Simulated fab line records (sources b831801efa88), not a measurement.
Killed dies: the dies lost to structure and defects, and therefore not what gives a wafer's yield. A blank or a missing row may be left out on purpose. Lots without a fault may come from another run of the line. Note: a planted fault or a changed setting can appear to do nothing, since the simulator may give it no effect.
fab line records	flow sky130
[record] lots = 7	wafers = 21	lastDay = 48
route steps=708 shown POLY_GATE@229 LDD_N@237 PAD_OPEN@708
lots that met no fault: taken from a fault-free run of the same line
startH: the number of hours between the record's first day and the start of the first shown wafer of the lot	waitH: hours from the lot's prior step to this one	" unchanged from the row above	L1.1+2: a single row standing in for several wafers	- value missing, or start not given	* or withheld: withheld	< > ~ a bound
route shown NAME@n: names a module that has steps shown in the file, with the first one's number in the route	usual: average and standard deviation across the fault-free wafers	same: alike in all rows	chamber/n: place in a boat	sites: readings site by site	_std_site: the values' standard deviation	_edge_site: outer sites' mean less inner sites'	radiusMm: for every site, how far away it sits from the centre of the wafer	mask NAME#n: copy n	behind: the tool/chamber that last shaped the wafer	hold: why the lot was held/for how many hours/how that ended	device: which transistor (n, p or np) failed to switch	end of line: the same wafers' tests at the end of the route	step lacking rows: just its recipe	killed: dies lost to structure and defects at the first sort, not the wafer's yield	map: a wafer's dies, marking killed ones x, the rest . and places with no die _
set.NAME: the setting that was run; set.NAME@STEP: the one run at that earlier step	model.NAME: the simulator's own value behind a step, which no gauge read
lots seen at some steps along the route; tables by step, rows by wafer
services: when a tool's chamber went out of use (startH, in hours from the record's first day, below 0 if earlier), for how many hours, and the reason
[[steps]]
[step SKY_POLY_GATE_ETCH_15]
[recipe] chemistry = N2/H2	target = BARC	ionEnergyEv = 200	sourceW = 500	biasW = 100	pressureMtorr = 30	n2FlowSccm = 100	h2FlowSccm = 200	stopOn = SiO2	timeS = 118.5	targetDepthA = 1100
[usual] drypumpMotorCurrentA = 5.8/0.47	oesProductAu = 0.716/0.0044	throttleValvePct = 13.212/0.0091
lot.wafer	tool	chamber	startH	waitH	drypumpMotorCurrentA	oesProductAu	rfHoursCounterH	throttleValvePct
L930.1	rieDiel-02	2	388.95	0.0	5.6	0.717	1	13.204
L930.3	"	0	"	"	5.1	0.712	5	13.224
L930.6	"	3	"	"	5.8	0.720	-	13.201
L932.1	rieDiel-02	2	407.58	0.0	5.6	0.721	2	13.216
L932.4	"	1	"	"	5.7	0.721	107	13.199
L932.6	"	3	"	"	5.8	0.716	-	13.218
L933.1	rieDiel-02	2	419.40	0.0	5.6	0.718	2	13.211
L933.3	"	3	"	"	5.8	0.723	31	13.209
L933.6	"	0	"	"	5.1	0.717	-	13.223
L936.4	rieDiel-04	0	431.30	0.0	5.8	0.715	2	13.208
L936.5	"	0	"	"	5.8	0.716	-	13.210
L936.6	"	1	"	"	5.2	0.720	-	13.202
L935.1	rieDiel-01	3	436.17	0.0	5.1	0.711	8	13.209
L935.4	"	1	"	"	6.0	0.716	23	13.221
L935.6	"	1	"	"	6.0	0.714	-	13.230
L940.1	rieDiel-04	1	474.10	0.0	5.2	0.712	103	13.218
L940.3	"	1	"	"	5.2	0.714	-	13.204
L940.5	"	0	"	"	5.8	0.718	-	13.197
L943.3	rieDiel-02	2	495.60	0.0	5.6	0.719	4	13.221
L943.5	"	3	"	"	5.8	0.716	-	13.216
L943.6	"	0	"	"	5.1	0.720	-	13.207
[step SKY_POLY_GATE_ETCH_16]
[recipe] stopOn = poly-Si	chemistry = CH3F/O2	target = Si3N4	sourceW = 400	biasW = 80	pressureMtorr = 25	ch3fFlowSccm = 40	O2_flow_sccm = 30	timeS = 147.5	targetDepthA = 750
[usual] drypumpMotorCurrentA = 5.8/0.47	oesProductAu = 0.640/0.0049	throttleValvePct = 10.535/0.01
lot.wafer	tool	chamber	startH	waitH	drypumpMotorCurrentA	oesProductAu	rfHoursCounterH	throttleValvePct
L930.1	rieDiel-02	2	389.03	0.0	5.6	0.643	2	10.516
L930.3	"	0	"	"	5.1	0.635	5	10.542
L930.6	"	3	"	"	5.8	0.643	-	10.541
L932.1	rieDiel-02	2	407.67	0.0	5.6	0.639	2	10.538
L932.4	"	1	"	"	5.7	0.639	107	10.552
L932.6	"	3	"	"	5.8	0.647	-	10.522
L933.1	rieDiel-02	2	419.48	0.0	5.6	0.648	2	10.537
L933.3	"	3	"	"	5.8	0.644	31	10.545
L933.6	"	0	"	"	5.1	0.634	-	10.522
L936.4	rieDiel-04	0	431.38	0.0	5.8	0.638	2	10.533
L936.5	"	0	"	"	5.8	0.643	-	10.544
L936.6	"	1	"	"	5.2	0.634	-	10.537
L935.1	rieDiel-01	3	436.25	0.0	5.1	0.642	8	10.534
L935.4	"	1	"	"	6.0	0.651	23	10.524
L935.6	"	1	"	"	6.0	0.642	-	10.550
L940.1	rieDiel-04	1	474.22	0.1	5.2	0.629	103	10.541
L940.3	"	1	"	"	5.2	0.639	-	10.540
L940.5	"	0	"	"	5.8	0.637	-	10.548
L943.3	rieDiel-02	2	495.68	0.0	5.6	0.632	4	10.544
L943.5	"	3	"	"	5.8	0.639	-	10.534
L943.6	"	0	"	"	5.1	0.641	-	10.540
[step SKY_POLY_GATE_ETCH_17]
[recipe] targetDepthNm = 180	stopOn = SiO2	overEtchFrac = 0.56667	chemistry = HBr/Cl2	target = poly-Si	icpW = 400	biasW = 100	pressureMtorr = 10	HBr_flow_sccm = 150	Cl2_flow_sccm = 50	timeS = 70.5
[usual] drypumpMotorCurrentA = 5.9/0.33	oesProductAu = 0.988/0.0078	throttleValvePct = 33.683/0.0091
lot.wafer	tool	chamber	startH	waitH	drypumpMotorCurrentA	oesProductAu	rfHoursCounterH	throttleValvePct
L930.1	rieSi-02	3	389.13	0.0	5.8	0.986	72	33.684
L930.3	"	0	"	"	5.7	0.992	56	33.668
L930.6	"	2	"	"	6.3	0.998	-	33.700
L932.1	rieSi-01	2	407.76	0.0	5.7	0.984	5	33.679
L932.4	"	3	"	"	6.0	0.988	1	33.668
L932.6	"	2	"	"	5.8	0.985	-	33.683
L933.1	rieSi-01	3	419.58	0.0	6.0	0.989	1	33.695
L933.3	"	0	"	"	5.1	0.982	4	33.675
L933.6	"	0	"	"	5.1	0.972	-	33.657
L936.4	rieSi-02	1	431.51	0.1	6.1	0.981	-	33.682
L936.5	"	0	"	"	5.7	0.986	-	33.683
L936.6	"	2	"	"	6.3	0.997	-	33.680
L935.1	rieSi-02	2	436.35	0.0	6.3	0.999	2	33.683
L935.4	"	1	"	"	6.2	0.990	-	33.681
L935.6	"	0	"	"	5.7	0.991	-	33.682
L940.1	rieSi-01	3	474.37	0.1	5.9	0.985	2	33.679
L940.3	"	2	"	"	5.7	0.991	6	33.684
L940.5	"	2	"	"	5.8	0.976	-	33.684
L943.3	rieSi-02	1	495.78	0.0	6.2	0.976	6	33.691
L943.5	"	2	"	"	6.3	0.997	-	33.682
L943.6	"	3	"	"	5.8	0.996	-	33.691
[step SKY_POLY_GATE_STRIP_18]
[recipe] chemistry = O2/N2	powerW = 1400	pressureMtorr = 1500	platenTempC = withheld	o2FlowSccm = 3000	n2FlowSccm = 300	overashFraction = 0.5
[usual] drypumpMotorCurrentA = 5.4/0.43	oesProductAu = 0.359/0.0046	stripTimeToEndpointS = 3.15/0.035
lot.wafer	tool	chamber	startH	waitH	drypumpMotorCurrentA	oesProductAu	rfHoursCounterH	stripTimeToEndpointS
L930.1	plasmaAsher-03	0	389.19	0.0	5.3	0.356	59	3.14
L930.3	"	0	"	"	5.3	0.350	-	3.15
L930.6	"	1	"	"	6.2	0.362	-	3.15
L932.1	plasmaAsher-02	0	407.82	0.0	5.2	0.350	71	3.21
L932.4	"	0	"	"	5.2	0.359	-	3.12
L932.6	"	0	"	"	5.2	0.360	-	3.15
L933.1	plasmaAsher-03	1	419.64	0.0	6.2	0.363	62	3.16
L933.3	"	1	"	"	6.2	0.354	-	3.16
L933.6	"	1	"	"	6.2	0.363	-	3.17
L936.4	plasmaAsher-04	1	431.57	0.0	4.9	0.356	-	3.17
L936.5	"	0	"	"	5.5	0.350	-	3.13
L936.6	"	1	"	"	4.9	0.358	-	3.12
L935.1	plasmaAsher-04	0	436.40	0.0	5.5	0.362	32	3.10
L935.4	"	1	"	"	4.9	0.357	-	3.12
L935.6	"	1	"	"	4.9	0.363	-	3.13
L940.1	plasmaAsher-04	1	474.43	0.0	4.9	0.360	36	3.20
L940.3	"	0	"	"	5.5	0.362	-	3.20
L940.5	"	1	"	"	4.9	0.363	-	3.22
L943.3	plasmaAsher-04	0	495.87	0.1	5.5	0.350	-	3.14
L943.5	"	1	"	"	4.9	0.357	-	3.13
L943.6	"	0	"	"	5.5	0.366	-	3.11
[step SKY_POLY_GATE_CLEAN_19]
[recipe] chemistry = SC1/SC2	mix = 1:4:20	tempC = 70	timeS = 150	dry = n2Spin
[step SKY_POLY_GATE_OXIDATION_20]
[recipe] tempC = 850	ambient = O2	stabiliseS = 600	purgeS = 300	targetThkA = 40	oxTimeS = 899
[step SKY_POLY_GATE_THK_MEAS_21]
[recipe] reads = SiO2_of_POLY_GATE_OXIDATION_20
[usual] POLY_GATE_OXIDATION_THK = 4.05/0.065
lot.wafer	tool	chamber	startH	waitH	POLY_GATE_OXIDATION_THK[nm]
L930.1	filmMetro-01	-	390.64	0.0	4.03
L930.3	"	-	"	"	3.99
L930.6	"	-	"	"	4.13
L932.1	filmMetro-02	-	410.07	0.0	4.09
L932.4	"	-	"	"	4.19
L932.6	"	-	"	"	4.10
L933.1	filmMetro-02	-	421.68	0.0	4.01
L933.3	"	-	"	"	4.01
L933.6	"	-	"	"	4.01
L936.4	filmMetro-01	-	433.82	0.0	4.03
L936.5	"	-	"	"	4.12
L936.6	"	-	"	"	4.10
L935.1	filmMetro-02	-	438.89	0.0	4.07
L935.4	"	-	"	"	4.19
L935.6	"	-	"	"	4.09
L940.1	filmMetro-03	-	475.83	0.0	4.13
L940.3	"	-	"	"	4.04
L940.5	"	-	"	"	4.13
L943.3	filmMetro-01	-	497.26	0.0	4.07
L943.5	"	-	"	"	3.98
L943.6	"	-	"	"	4.12
[step SKY_POLY_GATE_CD_MEAS_22]
[usual] cdNm = 149.7/2.5
lot.wafer	tool	chamber	startH	waitH	cdNm
L930.1	cdSem-02	-	390.70	0.1	150.6
L930.3	"	-	"	"	151.7
L930.6	"	-	"	"	149.1
L932.1	cdSem-02	-	410.13	0.1	155.9
L932.4	"	-	"	"	151.0
L932.6	"	-	"	"	155.6
L933.1	cdSem-01	-	421.74	0.1	151.3
L933.3	"	-	"	"	150.8
L933.6	"	-	"	"	150.1
L936.4	cdSem-01	-	433.94	0.1	147.6
L936.5	"	-	"	"	147.9
L936.6	"	-	"	"	149.8
L935.1	cdSem-02	-	438.95	0.1	144.8
L935.4	"	-	"	"	144.1
L935.6	"	-	"	"	145.4
L940.1	cdSem-02	-	475.89	0.1	152.2
L940.3	"	-	"	"	153.6
L940.5	"	-	"	"	148.9
L943.3	cdSem-02	-	497.36	0.1	148.3
L943.5	"	-	"	"	148.0
L943.6	"	-	"	"	149.5
[step SKY_LDD_N_DEHYDRATE_00]
[recipe] tempC = 200	timeS = 60
[step SKY_LDD_N_HMDS_01]
[recipe] primeTimeS = 60	primeTempC = 120
[step SKY_LDD_N_COAT_02]
[recipe] resist = NOVOLAK	spinRpm = 3000	resistThkNm = 300
[step SKY_LDD_N_SOFTBAKE_03]
[recipe] tempC = 90	timeS = 60	resist = NOVOLAK
[step SKY_LDD_N_EXPOSE_04]
[recipe] maskId = NTM	targetCdNm = 840	na = 0.6	sourceShape = conventional	sigmaOuter = 0.6	doseMj = 110
lot.wafer	tool	chamber	startH	waitH	mask	model.LDD_N.overlayXNm
L930.1+3+6	ilineStepper-02	0	405.94	-	NTM#0	0.6006
L932.1+4+6	ilineStepper-01	0	425.15	-	NTM#0	0.3125
L933.1+3+6	ilineStepper-01	0	437.03	-	NTM#0	-73.08
L936.4+5+6	ilineStepper-01	0	449.09	-	NTM#0	-74.89
L935.1+4+6	ilineStepper-01	0	454.44	-	NTM#0	-74.9
L940.1+3+5	ilineStepper-02	0	491.72	-	NTM#0	-0.9824
L943.3+5+6	ilineStepper-02	0	512.71	-	NTM#0	-1.253
[step SKY_LDD_N_PEB_05]
[recipe] tempC = withheld	timeS = *	resist = NOVOLAK
[step SKY_LDD_N_DEVELOP_06]
[recipe] developTimeS = 60	devTempC = 23
[step SKY_LDD_N_OVL_MEAS_07]
[usual] LDD_N_OVL = -0.7/1.4
lot.wafer	tool	chamber	startH	waitH	LDD_N_OVL[nm]
L930.1	overlay-02	-	420.39	0.1	0.0
L930.3	"	-	"	"	1.0
L930.6	"	-	"	"	-1.9
L932.1	overlay-01	-	440.24	0.1	-1.0
L932.4	"	-	"	"	-1.9
L932.6	"	-	"	"	1.2
L933.1	overlay-01	-	452.18	0.1	-73.8
L933.3	"	-	"	"	-73.1
L933.6	"	-	"	"	-73.7
L936.4	overlay-02	-	464.57	0.1	-76.0
L936.5	"	-	"	"	-77.9
L936.6	"	-	"	"	-76.4
L935.1	overlay-01	-	469.34	0.1	-76.1
L935.4	"	-	"	"	-74.7
L935.6	"	-	"	"	-75.3
L940.1	overlay-01	-	506.39	0.1	-1.9
L940.3	"	-	"	"	-0.5
L940.5	"	-	"	"	-1.3
L943.3	overlay-02	-	527.70	0.1	-1.4
L943.5	"	-	"	"	-1.6
L943.6	"	-	"	"	-2.7
[step SKY_LDD_N_IMPLANT_08]
[recipe] species = As	energyKev = 20	doseCm2 = 7.5e+13	tiltDeg = withheld	rotationDeg = 23
[step SKY_PAD_OPEN_PROBE_99]
[usual] killed_at_M0_to_M3 = 44/7.3	killed_at_M4_up = 3.4/1.8	killedAtContacts = 24/5.8	killedAtFrontEnd = 15/4.9	killedAtOther = 0.4/0.63	killedDies = 86/11	killedOpen = 47/8	killedShort = 39/6.5
[same] grossDies = 492	killedAtBackSide = 0
lot.wafer	tool	chamber	startH	waitH	killed_at_M0_to_M3	killed_at_M4_up	killedAtContacts	killedAtFrontEnd	killedAtOther	killedDies	killedOpen	killedShort
L930.1	prober-02	-	1089.17	0.1	50	2	12	10	0	74	47	27
L930.3	prober-02	-	1089.27	0.2	41	4	19	16	0	80	38	42
L930.6	prober-02	-	1089.42	0.2	47	5	20	14	1	87	48	39
L932.1	prober-01	-	1105.05	0.1	36	0	33	13	0	82	40	42
L932.4	prober-01	-	1105.20	0.2	38	1	26	14	0	79	41	35
L932.6	prober-01	-	1105.30	0.2	32	3	25	13	1	74	43	30
L940.1	prober-02	-	1145.21	0.1	48	6	31	17	0	102	51	50
L940.3	prober-02	-	1145.31	0.2	57	4	23	18	0	102	47	55
L940.5	prober-02	-	1145.41	0.2	45	2	25	15	0	87	48	38
L943.3	prober-01	-	1157.60	0.2	47	1	23	12	0	83	45	38
L943.5	prober-01	-	1157.70	0.2	49	5	20	6	0	80	37	43
L943.6	prober-01	-	1157.75	0.2	43	3	30	14	0	90	54	36
// killed by level:class
L930.1 VIA3:geometricParticle:open=9 CONTACT:geometricParticle:open=8 VIA2:geometricParticle:open=8 VIA1:geometricParticle:open=7 METAL2:geometricParticle:short=7 POLY_GATE:geometricParticle:open=4 METAL1:geometricParticle:short=4 LI_CONTACT:geometricParticle:open=3
L930.3 VIA1:geometricParticle:open=10 VIA2:geometricParticle:open=9 LI_CONTACT:geometricParticle:open=5 CONTACT:geometricParticle:short=5 POLY_GATE:geometricParticle:open=4 POLY_GATE:geometricParticle:short=4 VIA3:geometricParticle:short=4 LOCAL_INTERCONNECT:geometricParticle:short=4
L930.6 VIA1:geometricParticle:open=10 VIA3:geometricParticle:open=10 CONTACT:geometricParticle:short=8 CONTACT:geometricParticle:open=6 FIELD_ISO:geometricParticle:short=5 VIA2:geometricParticle:open=5 VIA3:geometricParticle:short=5 FIELD_ISO:geometricParticle:open=4
L932.1 CONTACT:geometricParticle:open=11 LI_CONTACT:geometricParticle:open=8 CONTACT:geometricParticle:short=8 VIA1:geometricParticle:short=6 VIA2:geometricParticle:open=6 METAL1:geometricParticle:short=4 METAL2:geometricParticle:short=4 VIA3:geometricParticle:short=4
L932.4 CONTACT:geometricParticle:open=11 VIA2:geometricParticle:open=8 VIA1:geometricParticle:open=5 FIELD_ISO:geometricParticle:short=4 LI_CONTACT:geometricParticle:open=4 LOCAL_INTERCONNECT:geometricParticle:short=4 METAL1:geometricParticle:short=4 METAL3:geometricParticle:short=4
L932.6 LI_CONTACT:geometricParticle:open=10 VIA1:geometricParticle:open=9 CONTACT:geometricParticle:open=7 METAL1:geometricParticle:short=5 FIELD_ISO:geometricParticle:open=4 LOCAL_INTERCONNECT:geometricParticle:short=4 VIA1:geometricParticle:short=4 VIA2:geometricParticle:short=4
L940.1 CONTACT:geometricParticle:open=12 VIA1:geometricParticle:open=9 LI_CONTACT:geometricParticle:open=8 METAL2:geometricParticle:short=8 LOCAL_INTERCONNECT:geometricParticle:short=6 VIA2:geometricParticle:short=6 VIA1:geometricParticle:short=6 VIA2:geometricParticle:open=6
L940.3 METAL2:geometricParticle:short=12 CONTACT:geometricParticle:open=9 VIA1:geometricParticle:open=9 FIELD_ISO:geometricParticle:open=6 METAL1:geometricParticle:short=6 VIA2:geometricParticle:open=6 VIA3:geometricParticle:open=6 VIA1:geometricParticle:short=5
L940.5 CONTACT:geometricParticle:open=12 VIA1:geometricParticle:short=10 VIA1:geometricParticle:open=10 LI_CONTACT:geometricParticle:open=7 FIELD_ISO:geometricParticle:open=5 FIELD_ISO:geometricParticle:short=4 CONTACT:geometricParticle:short=4 VIA3:geometricParticle:short=4
L943.3 VIA1:geometricParticle:open=10 VIA3:geometricParticle:open=8 VIA1:geometricParticle:short=7 VIA2:geometricParticle:open=7 LI_CONTACT:geometricParticle:open=6 CONTACT:geometricParticle:short=6 CONTACT:geometricParticle:open=6 FIELD_ISO:geometricParticle:short=4
L943.5 METAL2:geometricParticle:short=9 VIA3:geometricParticle:open=9 LI_CONTACT:geometricParticle:open=8 VIA1:geometricParticle:open=7 VIA1:geometricParticle:short=6 VIA2:geometricParticle:open=6 CONTACT:geometricParticle:open=5 METAL1:geometricParticle:short=5
L943.6 VIA1:geometricParticle:open=13 CONTACT:geometricParticle:open=12 FIELD_ISO:geometricParticle:open=7 VIA3:geometricParticle:open=7 VIA2:geometricParticle:open=6 LI_CONTACT:geometricParticle:short=5 METAL1:geometricParticle:short=5 VIA1:geometricParticle:short=5
[[services]]
tool	chamber	startH	hours	kind
rieDiel-01	0	388.06	1.6	repair
rieDiel-04	3	392.81	2.3	repair
ilineStepper-01	-	396.18	1.7	pm
rieDiel-04	-	398.31	1.3	repair
plasmaAsher-02	-	421.25	9.0	pm
rieDiel-02	0	424.01	5.8	repair
ilineStepper-02	-	426.56	1.7	pm
ilineStepper-02	-	433.26	4.4	pm
rieDiel-04	2	435.76	42.0	repair
ilineStepper-01	-	437.45	9.5	repair
rieDiel-02	1	439.93	8.3	repair
rieSi-01	0	450.03	2.1	repair
rieDiel-01	0	450.41	2.8	repair
rieSi-01	-	457.24	14.6	pm
rieDiel-04	3	465.70	1.9	repair
rieDiel-04	3	468.94	45.4	repair
rieSi-02	1	471.42	12.9	repair
rieDiel-02	-	474.97	4.3	pm
plasmaAsher-03	-	479.17	28.1	pm
rieSi-01	-	492.81	0.4	repair
rieDiel-04	0	497.44	3.2	repair
rieDiel-01	1	499.90	31.5	repair
rieDiel-01	2	502.18	4.5	repair
rieSi-02	1	506.38	1.1	repair
[[key]]
[firstSign] step = SKY_LDD_N_OVL_MEAS_07	reading = LDD_N_OVL	direction = down	sigmas = 53	usual = -0.7	struck = -75.2
effect none on later readings
[modelEffect] step = SKY_LDD_N_EXPOSE_04	value = LDD_N.overlayXNm	without = -0.09655	struck = -74.29
metAt SKY_LDD_N_EXPOSE_04
struckWafers L933.1,L933.3,L933.6,L935.1,L935.4,L935.6,L936.4,L936.5,L936.6
rowsEnd L933.1,L933.3,L933.6,L936.4,L936.5,L936.6
testerLeftOut L935
onsetBetween 425.15 437.03
[fault] kind = scannerMatchingOverlay	tool = ilineStepper-01	chamber = -	onsetH = 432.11	steps = SKY_LDD_N_EXPOSE_04	offset = -74.196
// testerLeftOut: of these lots the tester's yield and bins aren't shown, on N5 and GAA mostly nor the transistor test; their killed dies are dies lost to structure and defects alone, not to doping, threshold or leakage, so they don't give the yield
// rowsEnd: these wafers met a further fault down the route, and their rows from its step on are left out
